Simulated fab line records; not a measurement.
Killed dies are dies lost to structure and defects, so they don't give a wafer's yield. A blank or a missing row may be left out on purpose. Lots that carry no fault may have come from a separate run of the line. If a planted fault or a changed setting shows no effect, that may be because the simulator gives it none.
Comparing a struck lot with a sound one || flow sfq_line || 26 out of 325 route steps
Sound: wafers L564.2, L564.3, L564.4. Struck: wafer L569.4; the same lot's L569.6 was not struck, so it is left out; see the end for the cause.
Order at every step that has rows: each side's tool, ch and its chambers, its first start. Under that, the readings that differ: sound wafers || struck wafers || difference of the means || sigmas: that difference in standard deviations of wafers without a fault.
alike: words and numbers the same on both sides, and readings whose means are apart by under 2 such deviations; not compared: readings that were withheld, readings missing a value for some wafer, numbers with overlapping values and no deviation given by the record, and bounds like >300 which may hide the same value.
Wherever a step has rows on one side only, a row that says differs or no value, or a row with sigmas, the two part there. Numbers that have no deviation but don't overlap get no sigmas and don't part them. Lack of a reading on every wafer of one side parts them only where that side has two or more wafers.

SFQ_L0_RS_MEAS_901: measurement is done with a four-point probe.
  sound on film_metro-02 at day 1 12:35; struck on film_metro-03 at day 2 13:37
  alike: L0_MONX_KI_RS
SFQ_L0_THK_MEAS_902: measures by xrf.
  sound on film_metro-02 at day 1 12:41; struck on film_metro-03 at day 2 13:43
  alike: L0_MONX_KI_THK
then, 6 steps without rows for these wafers: SFQ_TRILAYER_L0_LITHO_COAT_010 (resist thk 62 nm); SFQ_TRILAYER_L0_LITHO_COAT_005 (resist thk 600 nm); SFQ_TRILAYER_L0_LITHO_SOFTBAKE_009; SFQ_TRILAYER_L0_LITHO_EXPOSE_006 (exposes mask L0, target cd 2000 nm); SFQ_TRILAYER_L0_LITHO_PEB_008 (peb time 60 s); SFQ_TRILAYER_L0_LITHO_DEVELOP_007 (time 60 s).
SFQ_TRILAYER_L0_BARC_OPEN_METAL_ETCH_010: etches BARC in O2, target depth 125 nm, time 41.7 s.
  sound on rie_metal-02 ch 0, day 3 00:18; struck on rie_metal-02 ch 0, day 4 07:04
  alike: drypump_motor_current_A, oes_product_au
  not compared: rf_hours_counter_h
then, 1 step without rows for these wafers: SFQ_TRILAYER_L0_ETCH_METAL_ETCH_008 (etches MoNx KI in SF6/O2, stops on SiO2, target depth 50 nm, time 25 s).
SFQ_TRILAYER_L0_STRIP_STRIP_009: strips in O2.
  sound on rie_metal-02 ch 0, day 3 00:41; struck on rie_metal-02 ch 0, day 4 07:22
  alike: drypump_motor_current_A, oes_product_au
  not compared: rf_hours_counter_h
then, 1 step without rows for these wafers: SFQ_TRILAYER_L0_STRIP_SOLV_CLEAN_010 (cleans in NMP, time 600 s).
SFQ_TRILAYER_L0_CAP_PECVD_011: deposits SiO2 from SiH4/N2O, time 13.333 s, target thk 60 nm.
  sound on pecvd-02 ch 0,1, day 3 01:52; struck on pecvd-02 ch 1, day 4 07:58
{"reading": "model.SiO2_of_TRILAYER_L0_CAP_PECVD_011.thk_nm (nm)", "sound": "60.38 59.65 60.28", "struck": 56.43, "difference": -3.67, "sigmas": ""}
  alike: heater_power_w, susceptor_temp_C, throttle_valve_pct
  not compared: since_wet_clean_h
then, 6 steps without rows for these wafers: SFQ_TRILAYER_L0_VIA_LITHO_COAT_018 (resist thk 62 nm); SFQ_TRILAYER_L0_VIA_LITHO_COAT_013 (resist thk 650 nm); SFQ_TRILAYER_L0_VIA_LITHO_SOFTBAKE_017; SFQ_TRILAYER_L0_VIA_LITHO_EXPOSE_014 (exposes mask L0V, target cd 700 nm); SFQ_TRILAYER_L0_VIA_LITHO_PEB_016 (peb time 60 s); SFQ_TRILAYER_L0_VIA_LITHO_DEVELOP_015 (time 60 s).
SFQ_L0V_OVL_MEAS_903:
  sound on overlay-02 at day 4 19:04; struck on overlay-01 at day 6 03:01
  alike: L0V_OVL
SFQ_TRILAYER_L0_VIA_BARC_OPEN_VIA_ETCH_021: etches BARC in O2, target depth 125 nm, time 41.7 s.
  sound on rie_diel-03 ch 0,2,3, day 4 19:05; struck on rie_diel-01 ch 0, day 6 03:02
{"reading": "rf_hours_counter_h (h)", "sound": "115 79 36", "struck": 119, "difference": "+42", "sigmas": ""}
  alike: drypump_motor_current_A, oes_product_au
SFQ_TRILAYER_L0_VIA_ETCH_VIA_ETCH_016: etches SiO2 in CHF3, stops on MoNx KI, target depth 80 nm.
  sound on rie_diel-03 ch 0,2,3, day 4 19:08; struck on rie_diel-01 ch 0, day 6 03:05
{"reading": "oes_product_au (a.u.)", "sound": "0.848 0.845 0.840", "struck": 0.820, "difference": -0.024, "sigmas": -3}
{"reading": "model.etch.depth_nm (nm)", "sound": "60.38 59.65 60.28", "struck": 56.43, "difference": -3.67, "sigmas": ""}
{"reading": "model.L0V.feature_depth_nm (nm)", "sound": "60.38 59.65 60.28", "struck": 56.43, "difference": -3.67, "sigmas": ""}
  alike: drypump_motor_current_A
SFQ_TRILAYER_L0_VIA_STRIP_STRIP_017: strips in O2.
  sound on rie_metal-02 ch 1, day 4 19:23; struck on rie_metal-04 ch 0, day 6 03:20
  alike: drypump_motor_current_A, oes_product_au
  not compared: rf_hours_counter_h
then, 1 step without rows for these wafers: SFQ_TRILAYER_L0_VIA_STRIP_SOLV_CLEAN_018 (cleans in NMP, time 600 s).
SFQ_TRILAYER_M0_DEP_PRE_CLEAN_020: time 15 s.
  sound on pvd_sputter-06 at day 4 20:34; struck on pvd_sputter-04 at day 6 03:55
{"reading": "model.SiO2_of_TRILAYER_L0_CAP_PECVD_011.thk_nm (nm)", "sound": "55.38 54.65 55.28", "struck": 51.43, "difference": -3.67, "sigmas": ""}
SFQ_TRILAYER_M0_DEP_SPUTTER_019: material Nb, target thk 200 nm, time 133.3 s.
  sound on pvd_sputter-06 at day 4 20:35; struck on pvd_sputter-04 at day 6 03:56
  alike: throttle_valve_pct

== WHERE THEY PART ==
Only at SFQ_TRILAYER_L0_VIA_ETCH_VIA_ETCH_016, as far as this record shows. Later steps at which nothing parts them and some readings are alike: SFQ_TRILAYER_L0_VIA_STRIP_STRIP_017, SFQ_TRILAYER_M0_DEP_SPUTTER_019.

WHY: the cause the simulator had injected
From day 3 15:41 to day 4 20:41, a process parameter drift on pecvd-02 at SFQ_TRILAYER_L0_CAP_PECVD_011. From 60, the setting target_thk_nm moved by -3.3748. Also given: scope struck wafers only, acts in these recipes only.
